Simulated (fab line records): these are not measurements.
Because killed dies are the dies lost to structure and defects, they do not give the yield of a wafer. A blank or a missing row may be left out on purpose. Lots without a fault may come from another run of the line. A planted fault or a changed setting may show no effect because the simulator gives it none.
One fault through the eyes of 2 desks	flow sky130	numbers are kept per desk, each desk with only its own; the story behind them comes last

== TOOL OWNER'S DESK, rie metal-04 ==
The tool's own readings at SKY_METAL3_METAL_ETCH_18 (etches the open film in Cl2/BCl3, stops on SiO2, target depth 845 nm, time 183.1 s): means of the sampled wafers that have a number, for each lot that ran on this tool. Marked OUT: a lot whose mean sits more than 4 standard deviations from the usual mean, which makes it out of limits; the brackets give that distance.
Columns: A = bcl3 flow sccm at SKY_METAL3_METAL_ETCH_18, usual 29.99 sccm; B = drypump motor current A at SKY_METAL3_METAL_ETCH_18, usual 5.7 A; C = oes product au at SKY_METAL3_METAL_ETCH_18, usual 0.868 a.u.; D = run length s at SKY_METAL3_METAL_ETCH_18, usual 211.6 s; E = throttle valve pct at SKY_METAL3_METAL_ETCH_18, usual 22.265 %
lot	first seen here	A	B	C	D	E
L832	day 39 09:17	30.01	5.5	0.864	211.3	22.262
L834	day 39 20:38	30.04	5.0	0.859	211.5	22.261
L838	day 41 01:26	30.08	5.0	0.874	211.5	22.267
L839	day 41 03:14	30.06	5.1	0.864	211.6	22.261
L844	day 42 12:56	30.09	5.9	0.914 (+7.3) OUT	201.2 (-14) OUT	22.277
L845	day 42 21:29	30.02	5.0	0.907 (+6.1) OUT	205.1 (-8.6) OUT	22.258
This desk's finding: out of limits on L844, L845; first on L844, day 42 12:56 (oes product au at SKY_METAL3_METAL_ETCH_18). L832, L834, L838, L839 stayed within limits.

== THE METROLOGY DESK ==
What the gauges read, lot by lot, whatever tool the lot ran on: means of the sampled wafers that have a number. Marked OUT: a lot whose mean sits more than 4 standard deviations from the usual mean, which makes it out of limits; the brackets give that distance.
Columns: A = METAL1_OVL at SKY_METAL1_OVL_MEAS_16, usual -1 nm; B = VIA1_BOW at SKY_VIA1_BOW_MEAS_03, usual 80 um; C = VIA1_W_THK at SKY_VIA1_THK_MEAS_23, usual 272 nm
lot	first seen here	A	B	C
L832	day 33 17:54	1	78	262
L834	day 34 05:06	3	80	274
L837	day 34 22:42	-3	88	272
L838	day 35 13:48	-1	83	271
L839	day 35 14:31	10	85	270
L842	day 36 16:47	2	85	263
L844	day 37 03:56	-2	80	268
L845	day 37 13:18	-4	78	270
L851	day 39 00:26	-2	81	275
L852	day 39 02:36	-5	77	271
L853	day 39 13:23	-9	79	280
This desk's finding: nothing out of limits on any of the 11 lots.

== BROUGHT TOGETHER ==
The tool owner's desk had the chance to raise an alarm at day 42 12:56 on L844, L845.
At the metrology desk, nothing out of limits was observed.
The metrology desk holds a record of L844, L845, inside its limits.
SKY_METAL3_METAL_ETCH_18 was run on rie metal-04 by each of the lots named.

== WHAT THE SIMULATOR HAD PUT IN ==
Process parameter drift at SKY_METAL3_METAL_ETCH_18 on rie metal-04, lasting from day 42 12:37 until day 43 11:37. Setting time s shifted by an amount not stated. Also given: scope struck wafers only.
Lots struck among those shown: L844, L845.
How many hours passed from the start of the fault until each desk's first out-of-limits reading: the tool owner's desk, 0.
